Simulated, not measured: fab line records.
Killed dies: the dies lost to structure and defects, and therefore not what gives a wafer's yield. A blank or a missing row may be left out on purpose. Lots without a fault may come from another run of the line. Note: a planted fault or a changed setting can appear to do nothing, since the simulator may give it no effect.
Code-filled problem report in 8D (eight disciplines) form + flow gf180mcu + the parts of the form that need people (team, actions taken, sign-off) are left out

== 1. THE PROBLEM ==
M1_ALCU_RS at GF_M1_RS_MEAS_05 reads a mean of 0.0875 ohm/sq on 1 wafer of 1 lot; wafers without a fault read 0.0698 ohm/sq with a standard deviation of 0.00062. That puts it +29 standard deviations away from the usual mean.
The step: measures by four-point-probe.
Seen first at day 20 19:32 on film_metro-04, wafer L192.2. The record has a number at this step for 33 wafers belonging to 11 lots. Rule for "out" (also "out of limits"): further than 4 standard deviations from the usual mean. The rest of the wafers with a number are treated as sound.

== 2. WHAT THIS IS AND IS NOT ==
| question                    | is                | is not                                                                                             |
|-----------------------------|-------------------|----------------------------------------------------------------------------------------------------|
| which readings at this step | M1_ALCU_RS        | -                                                                                                  |
| which lots                  | L192              | L183, L184, L188, L189, L193, L199, L200, L201, L202, L203                                         |
| which wafers of those lots  | L192.2            | L192.1, L192.5                                                                                     |
| read on which gauges        | film_metro-04     | film_metro-01, film_metro-02                                                                       |
| when                        | from day 20 19:32 | up to then (14 sound wafers); but 18 sound wafers of L193, L199, L200, L201, L202, L203 came after |

== 3. THE SUSPECTS, EACH WITH WHAT RULES IT OUT ==
Counting: if a tool at a process step up to the reading ran every lot that is out, it stays a suspect. Sound lots after the first of them don't rule it out here, since some wafers of a struck lot are sound.
- the gauge at GF_M1_RS_MEAS_05: kept. All the wafers that are out were read on film_metro-04, and no step on other tools shows them out.
- cmp-02 at GF_CONTACT_CMP_04 (polishes SiO2): kept. It ran the lot that is out, L192 (day 19 16:54); its last sound lot up to then is L188 (day 18 01:07).
- pvd_sputter-01 at GF_M1_SPUTTER_02 (material AlCu, target thk 450 nm, time 23.9 s): kept. It ran the lot that is out, L192 (day 20 19:26); its last sound lot up to then is L189 (day 19 12:50).
Left after counting: cmp-02 at GF_CONTACT_CMP_04, pvd_sputter-01 at GF_M1_SPUTTER_02, film_metro-04 at GF_M1_RS_MEAS_05.

== 4. THE CAUSE (what the simulator had put in) ==
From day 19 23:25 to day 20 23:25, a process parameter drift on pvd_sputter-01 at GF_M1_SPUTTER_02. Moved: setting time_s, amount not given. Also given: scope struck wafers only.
Of the 3 suspects that counting leaves, this tool is one.

== 5. SEQUENCE OF EFFECTS, ordered by route ==
One row per reading whose mean, taken over the struck wafers that have a number, lies over 3 standard deviations from the usual. Only readings for which the record gives a usual standard deviation are gone through. hours: the time from each lot's start at the first step in this table that gives one to its start at this step, as a median over the lots. sigmas: the change in usual standard deviations.
| hours | step              | reading     | usual         | on struck wafers | change  | sigmas |
|-------|-------------------|-------------|---------------|------------------|---------|--------|
| 0     | GF_M1_RS_MEAS_05  | M1_ALCU_RS  | 0.0698 ohm/sq | 0.0875           | +0.0177 | +29    |
| 0     | GF_M1_THK_MEAS_06 | M1_ALCU_THK | 451 nm        | 360              | -91     | -19    |

== 6. HOW IT WOULD HAVE BEEN CAUGHT EARLIER ==
Counted from the fault's start at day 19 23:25, it took 20 hours until the first out-of-limits reading at a measuring or inspecting step in this record, taken at day 20 19:32.
An alarm limit of 4 standard deviations would not have fired on the tool readings at GF_M1_SPUTTER_02 for which the record gives a usual standard deviation, since none of them was out on any struck wafer.
All the lots that are out (1) had begun GF_M1_SPUTTER_02 on pvd_sputter-01 by day 20 19:32. Holding the tool at that point would not have protected any of them.
